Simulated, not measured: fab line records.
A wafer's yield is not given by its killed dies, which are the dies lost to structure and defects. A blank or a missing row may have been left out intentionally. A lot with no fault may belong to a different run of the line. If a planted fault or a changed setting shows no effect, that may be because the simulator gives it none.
Struck lot and sound lot, side by side -- flow sfqLine -- 42 steps out of a route of 325
Sound: these wafers, L363.3, L363.5, L363.6. Wafers struck: L359.2, L359.3, L359.5. At the end, the cause is stated.
For every step that has rows: the tool of each side, followed by ch and its chambers, followed by its first start. Under that, the readings that differ: sound wafers -- struck wafers -- difference of the means -- sigmas: that difference in standard deviations of wafers without a fault.
alike: a reading whose means differ by less than 2 such deviations, as well as words and numbers matching on both sides. not compared: withheld readings; readings where some wafer has no value; bounds like >300 that might hide an equal value; numbers whose values overlap and for which the record gives no deviation.
Wherever a step has rows on one side only, a row that says differs or no value, or a row with sigmas, the two part there. Numbers that don't overlap but have no deviation are shown without sigmas and don't part them. Lack of a reading on every wafer of one side parts them only where that side has two or more wafers.

first, 3 steps without rows for these wafers: SFQ_TRILAYER_I4_VIA_LITHO_EXPOSE_104 (exposes mask I4, target cd 700 nm); SFQ_TRILAYER_I4_VIA_LITHO_PEB_106 (peb time 60 s); SFQ_TRILAYER_I4_VIA_LITHO_DEVELOP_105 (time 60 s).
SFQ_I4_OVL_MEAS_928:
  struck on overlay-02, day 60 07:13; sound on overlay-02, day 66 15:09
  alike: I4_OVL
SFQ_TRILAYER_I4_VIA_BARC_OPEN_VIA_ETCH_146: etches BARC in O2, target depth 125 nm, time 41.7 s.
  sound on rieDiel-03 ch 1,2, day 66 15:10; struck on rieDiel-04 ch 0,3, day 60 07:14
  alike: drypumpMotorCurrentA, oesProductAu
  not compared: rfHoursCounterH
then, 5 steps without rows for these wafers: SFQ_TRILAYER_I4_VIA_ETCH_VIA_ETCH_106 (etches SiO2 in CHF3, stops on Nb, target depth 260 nm); SFQ_TRILAYER_I4_VIA_STRIP_STRIP_107 (strips in O2); SFQ_TRILAYER_I4_VIA_STRIP_SOLV_CLEAN_108 (cleans in NMP, time 600 s); SFQ_TRILAYER_JJ_TRILAYER_DEP_PRE_CLEAN_113 (time 22.5 s); SFQ_TRILAYER_JJ_TRILAYER_DEP_SPUTTER_109 (material Nb, target thk 150 nm, time 100 s).
SFQ_TRILAYER_JJ_TRILAYER_DEP_SPUTTER_110: material Al, target thk 8 nm, time 10 s.
  struck on pvdSputter-05, day 60 08:16; sound on pvdSputter-05, day 66 16:12
  alike: basePressurePa, chamberPressurePa, throttleValvePct
then, 1 step without rows for these wafers: SFQ_TRILAYER_JJ_TRILAYER_DEP_AL_OXIDATION_111 (oxidation time 600 s).
SFQ_TRILAYER_JJ_TRILAYER_DEP_SPUTTER_112: material Nb, target thk 170 nm, time 113.3 s.
  struck on pvdSputter-05, day 60 09:17; sound on pvdSputter-05, day 66 17:13
reading,sound,struck,difference,sigmas
model.Nb_of_TRILAYER_JJ_TRILAYER_DEP_SPUTTER_112.thkNm (nm),169.1 168 167.9,96.4 95.63 95.81,-72.4,
  alike: basePressurePa, chamberPressurePa, throttleValvePct
SFQ_JJ_RS_MEAS_929: a four-point-probe measurement.
  struck on filmMetro-04, day 60 09:23; sound on filmMetro-04, day 66 17:20
reading,sound,struck,difference,sigmas
JJ_NB_RS (ohm/sq),1.055 1.061 1.060,1.874 1.885 1.882,+0.822,+90
then, 6 steps without rows for these wafers: SFQ_TRILAYER_JJ_CE_LITHO_COAT_119 (resist thk 62 nm); SFQ_TRILAYER_JJ_CE_LITHO_COAT_114 (resist thk 608.3 nm); SFQ_TRILAYER_JJ_CE_LITHO_SOFTBAKE_118; SFQ_TRILAYER_JJ_CE_LITHO_EXPOSE_115 (exposes mask J5, target cd 700 nm); SFQ_TRILAYER_JJ_CE_LITHO_PEB_117 (peb time 60 s); SFQ_TRILAYER_JJ_CE_LITHO_DEVELOP_116 (time 60 s).
-- the record jumps here: 2 days lie between the struck wafers' starts before and after --
SFQ_JJ_OVL_MEAS_931:
  struck on overlay-02, day 62 12:28; sound on overlay-02, day 66 19:45
  alike: J5_OVL
then, 2 steps without rows for these wafers: SFQ_TRILAYER_JJ_CE_METRO_MEASURE_117; SFQ_TRILAYER_JJ_CE_BARC_OPEN_RIE_150 (chemistry O2, target BARC, target depth 240 nm, time 80 s).
SFQ_TRILAYER_JJ_CE_ETCH_RIE_118: chemistry SF6, target Nb, stops on Al2O3, time 97.7 s, target depth 170 nm.
  sound on rieMetal-01 ch 0,1, day 66 21:06; struck on rieMetal-04 ch 1, day 62 13:47
reading,sound,struck,difference,sigmas
oesProductAu (a.u.),0.996 0.986 0.981,0.736 0.731 0.731,-0.255,-49
  alike: drypumpMotorCurrentA
  not compared: rfHoursCounterH
next, for these wafers, 1 step has no rows: SFQ_TRILAYER_JJ_ANODIZE_ANODIZE_119.
SFQ_TRILAYER_JJ_CE_STRIP_STRIP_120: strips in O2.
  sound on rieMetal-01 ch 0,1, day 66 21:52; struck on rieMetal-02 ch 0,1, day 62 14:24
  alike: drypumpMotorCurrentA, oesProductAu
  not compared: rfHoursCounterH
then, 7 steps without rows for these wafers: SFQ_TRILAYER_JJ_CE_STRIP_SOLV_CLEAN_121 (cleans in NMP, time 600 s); SFQ_TRILAYER_M5_LITHO_COAT_128 (resist thk 62 nm); SFQ_TRILAYER_M5_LITHO_COAT_123 (resist thk 600 nm); SFQ_TRILAYER_M5_LITHO_SOFTBAKE_127; SFQ_TRILAYER_M5_LITHO_EXPOSE_124 (exposes mask M5, target cd 700 nm); SFQ_TRILAYER_M5_LITHO_PEB_126 (peb time 60 s); SFQ_TRILAYER_M5_LITHO_DEVELOP_125 (time 60 s).
SFQ_M5_OVL_MEAS_932:
  struck on overlay-02, day 62 18:31; sound on overlay-02, day 67 03:04
  alike: M5_OVL
then, 2 steps without rows for these wafers: SFQ_TRILAYER_M5_BARC_OPEN_METAL_ETCH_161 (etches BARC in O2, target depth 125 nm, time 41.7 s); SFQ_TRILAYER_M5_ETCH_METAL_ETCH_126 (etches Nb in Cl2/BCl3, stops on SiO2, time 203.2 s, target depth 265 nm).
SFQ_TRILAYER_M5_STRIP_STRIP_127: strips in O2.
  sound on rieMetal-01 ch 0,1, day 67 03:32; struck on rieMetal-01 ch 0, day 62 19:15
  alike: drypumpMotorCurrentA, oesProductAu
  not compared: rfHoursCounterH
then, 2 steps without rows for these wafers: SFQ_TRILAYER_M5_STRIP_SOLV_CLEAN_128 (cleans in NMP, time 600 s); SFQ_TRILAYER_A5B_DEP_PECVD_129 (deposits SiO2 from SiH4/N2O, time 133.33 s, target thk 600 nm).
SFQ_TRILAYER_A5B_CMP_CMP_130: polishes, stops on Nb, target thk 340.7 nm.
  sound on cmp-02 ch 0,1,3, day 67 08:37; struck on cmp-01 ch 0,2,3, day 63 08:02
  alike: edgeZonePressureFrac, motorCurrentA, slurryFilterDpKPa
next, for these wafers, 1 step has no rows: SFQ_TRILAYER_A5B_METRO_MEASURE_131.
-- the record jumps here: 3 days lie between the struck wafers' starts before and after --
SFQ_TRILAYER_R5_ETCH_METAL_ETCH_139: etches the open film in Cl2, stops on SiO2, target depth 60 nm, time 40 s.
  sound on rieMetal-03 ch 0,1, day 67 13:58; struck on rieMetal-03 ch 0,1, day 65 21:22
reading,sound,struck,difference,sigmas
model.Nb_of_TRILAYER_JJ_TRILAYER_DEP_SPUTTER_112.thkNm (nm),159.2 158 158,86.27 85.65 85.76,-72.51,
  alike: drypumpMotorCurrentA, oesProductAu
  not compared: rfHoursCounterH

WHERE THEY PART
At SFQ_JJ_RS_MEAS_929 first; at SFQ_TRILAYER_JJ_CE_ETCH_RIE_118 last (within this record only). Later steps at which nothing parts them and some readings are alike: SFQ_TRILAYER_JJ_CE_STRIP_STRIP_120, SFQ_M5_OVL_MEAS_932, SFQ_TRILAYER_M5_STRIP_STRIP_127, SFQ_TRILAYER_A5B_CMP_CMP_130, SFQ_TRILAYER_R5_ETCH_METAL_ETCH_139.

WHY: what the simulator had put in
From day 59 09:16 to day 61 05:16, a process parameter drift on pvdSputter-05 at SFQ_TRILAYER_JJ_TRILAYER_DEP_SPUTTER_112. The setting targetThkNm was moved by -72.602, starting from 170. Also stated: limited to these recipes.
